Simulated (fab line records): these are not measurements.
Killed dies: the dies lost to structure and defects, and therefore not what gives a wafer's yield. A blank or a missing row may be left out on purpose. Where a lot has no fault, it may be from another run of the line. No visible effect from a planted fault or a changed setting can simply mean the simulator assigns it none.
Comparing a struck lot with a sound one -- flow sky130 -- 44 out of 708 route steps
Sound: these wafers, L970.3, L970.4, L970.5. Struck: wafer L986.6 (left out: L986.2, a lot-mate that was not struck); the cause follows at the end.
Each step with rows lists, per side, the tool, then ch with its chambers, then its first start. Under that, the readings that differ: sound wafers -- struck wafers -- difference of the means -- sigmas: that difference in standard deviations of wafers without a fault.
alike: same words and numbers on both sides, and readings whose means sit less than 2 such deviations apart. not compared: any withheld reading, any reading some wafer has no value for, any bound like >300 that may hide the same value, and any number with overlapping values for which the record gives no deviation.
The two part at a step that has a row with sigmas, a row that says differs or no value, or rows on one side only. When numbers do not overlap yet have no deviation, they are printed without sigmas and do not part them. A reading that every wafer of one side lacks parts them only if that side has two wafers or more.

SKY_NWELL_OVL_MEAS_10:
  sound on overlay-02 at day 5 17:12; struck on overlay-02 at day 9 14:43
  alike: NWELL_00_OVL
then, 3 steps without rows for these wafers: SKY_NWELL_IMPLANT_11; SKY_NWELL_IMPLANT_12; SKY_NWELL_IMPLANT_13.
SKY_NWELL_STRIP_14: strips in O2/N2.
  sound on plasma_asher-01 ch 0,1, day 5 17:45; struck on plasma_asher-02 ch 1, day 9 15:11
  alike: drypump_motor_current_A, oes_product_au, strip_time_to_endpoint_s
  not compared: rf_hours_counter_h
SKY_NWELL_TW_MEAS_15:
  sound on film_metro-03 at day 5 17:50; struck on film_metro-03 at day 9 15:18
  alike: NWELL_TW
then, 6 steps without rows for these wafers: SKY_NWELL_DEHYDRATE_16 (time 60 s); SKY_NWELL_HMDS_17 (prime time 60 s); SKY_NWELL_COAT_18 (resist thk 3000 nm); SKY_NWELL_SOFTBAKE_19; SKY_NWELL_EXPOSE_20 (exposes mask NWM COMPLEMENT, target cd 840 nm); SKY_NWELL_PEB_21.
SKY_NWELL_DEVELOP_22: develop time 60 s.
  sound on litho_track-02 ch 0, day 6 12:00; struck on litho_track-01 ch 0, day 10 11:00
SKY_NWELL_OVL_MEAS_23:
  sound on overlay-01 at day 6 12:14; struck on overlay-02 at day 10 11:49
  alike: NWELL_01_OVL
then, 1 step without rows for these wafers: SKY_NWELL_IMPLANT_24.
SKY_NWELL_STRIP_25: strips in O2/N2.
  sound on plasma_asher-04 ch 0,1, day 6 12:26; struck on plasma_asher-02 ch 0, day 10 11:59
  alike: drypump_motor_current_A, oes_product_au, strip_time_to_endpoint_s
  not compared: rf_hours_counter_h
SKY_NWELL_TW_MEAS_26:
  sound on film_metro-04 at day 6 12:31; struck on film_metro-04 at day 10 12:06
  alike: NWELL_2_TW
then, 1 step without rows for these wafers: SKY_NWELL_CLEAN_27 (cleans in SC1/SC2, time 150 s).
SKY_NWELL_RTA_28: time 30 s.
  sound on rtp_anneal-01 ch 0, day 6 12:39; struck on rtp_anneal-02 ch 0, day 10 12:13
  alike: lamp_power_pct, wafer_temp_C_max
SKY_NWELL_RS_MEAS_29: the measuring method here is four-point-probe.
  sound on film_metro-03 at day 6 12:45; struck on film_metro-01 at day 10 12:19
  alike: NWELL_RS
SKY_NWELL_RS_MEAS_31: the measuring method here is four-point-probe.
  sound on film_metro-03 at day 6 12:59; struck on film_metro-01 at day 10 12:34
  alike: PWDE_RS
then, 7 steps without rows for these wafers: SKY_VT_ADJUST_HVTP_DEHYDRATE_00 (time 60 s); SKY_VT_ADJUST_HVTP_HMDS_01 (prime time 60 s); SKY_VT_ADJUST_HVTP_COAT_02 (resist thk 1140 nm); SKY_VT_ADJUST_HVTP_SOFTBAKE_03 (time 60 s); SKY_VT_ADJUST_HVTP_EXPOSE_04 (exposes mask HVTPM, target cd 380 nm); SKY_VT_ADJUST_HVTP_PEB_05; SKY_VT_ADJUST_HVTP_DEVELOP_06 (develop time 60 s).
SKY_VT_ADJUST_HVTP_CD_MEAS_07: target cd 380 nm.
  sound on cd_sem-02 at day 7 08:37; struck on cd_sem-02 at day 11 12:11
  alike: cd_nm
SKY_VT_ADJUST_HVTP_OVL_MEAS_08:
  sound on overlay-02 at day 7 08:42; struck on overlay-02 at day 11 12:17
reading,sound,struck,difference,sigmas
VT_ADJUST_HVTP_OVL (nm),-0.6 0.6 0.8,-2.8,-3.1,-2
then, 1 step without rows for these wafers: SKY_VT_ADJUST_HVTP_IMPLANT_09.
SKY_VT_ADJUST_HVTP_STRIP_10: strips in O2/N2.
  sound on plasma_asher-03 ch 0,1, day 7 08:55; struck on plasma_asher-01 ch 1, day 11 12:28
  alike: drypump_motor_current_A, oes_product_au, strip_time_to_endpoint_s
  not compared: rf_hours_counter_h
SKY_VT_ADJUST_HVTP_TW_MEAS_11:
  sound on film_metro-04 at day 7 08:59; struck on film_metro-02 at day 11 12:35
  alike: VT_ADJUST_HVTP_TW
then, 7 steps without rows for these wafers: SKY_VT_ADJUST_LVTN_DEHYDRATE_00 (time 60 s); SKY_VT_ADJUST_LVTN_HMDS_01 (prime time 60 s); SKY_VT_ADJUST_LVTN_COAT_02 (resist thk 3000 nm); SKY_VT_ADJUST_LVTN_SOFTBAKE_03; SKY_VT_ADJUST_LVTN_EXPOSE_04 (exposes mask NWM COMPLEMENT LESS NATIVE, target cd 840 nm); SKY_VT_ADJUST_LVTN_PEB_05; SKY_VT_ADJUST_LVTN_DEVELOP_06 (develop time 60 s).
SKY_VT_ADJUST_LVTN_OVL_MEAS_07:
  sound on overlay-02 at day 8 04:47; struck on overlay-01 at day 12 11:37
  alike: VT_ADJUST_LVTN_OVL
-- record jumps: 24 days separate the struck wafers' starts on either side; left off in module VT_ADJUST_LVTN, taken up again in module LI_CONTACT, whose first shown step is the route's number 384 --
SKY_LI_CONTACT_RS_MEAS_22: the measuring method here is four-point-probe.
  sound on film_metro-03 at day 31 00:55; struck on film_metro-04 at day 36 01:40
  alike: LI_CONTACT_W_RS
  not compared: hold
SKY_LI_CONTACT_THK_MEAS_23: measures by xrf.
  sound on film_metro-03 at day 31 01:01; struck on film_metro-04 at day 36 06:11
  alike: LI_CONTACT_W_THK
  not compared: hold
-- record jumps: 14 days separate the struck wafers' starts on either side; left off in module LI_CONTACT, taken up again in module PAD_OPEN, whose first shown step is the route's number 708 --
SKY_PAD_OPEN_PROBE_99:
  sound on prober-01 at day 47 02:40; struck on prober-01 at day 50 13:19
reading,sound,struck,difference,sigmas
model.etest.pfet_16v.r_on_ohm_um,1.496e+04 1.511e+04 1.516e+04,1.697e+04,+1.893e+03,
model.etest.nfet_16v.r_on_ohm_um,1.419e+04 1.425e+04 1.419e+04,1.341e+04,-8.000e+02,
model.etest.res_iso_pwell.width_nm (nm),2661 2658 2654,2493,-165,
model.etest.res_nwell.width_nm (nm),830.9 835.6 834.4,898.2,+64.6,
model.etest.pfet_16v.drive_ua_um,245.6 243.2 244.2,215.7,-28.6,
  alike: killed_at_M0_to_M3, killed_at_M4_up, killed_at_contacts, killed_at_front_end, killed_at_other, killed_dies, killed_open, killed_short
  not compared: model.etest.res_nwell.line_ohm_um

== WHERE THEY PART ==
Only at SKY_VT_ADJUST_HVTP_OVL_MEAS_08, within this record. Later steps at which nothing parts them and some readings are alike: SKY_VT_ADJUST_HVTP_STRIP_10, SKY_VT_ADJUST_HVTP_TW_MEAS_11, SKY_VT_ADJUST_LVTN_OVL_MEAS_07, SKY_LI_CONTACT_RS_MEAS_22, SKY_LI_CONTACT_THK_MEAS_23, SKY_PAD_OPEN_PROBE_99.

WHY: whatever the simulator had introduced
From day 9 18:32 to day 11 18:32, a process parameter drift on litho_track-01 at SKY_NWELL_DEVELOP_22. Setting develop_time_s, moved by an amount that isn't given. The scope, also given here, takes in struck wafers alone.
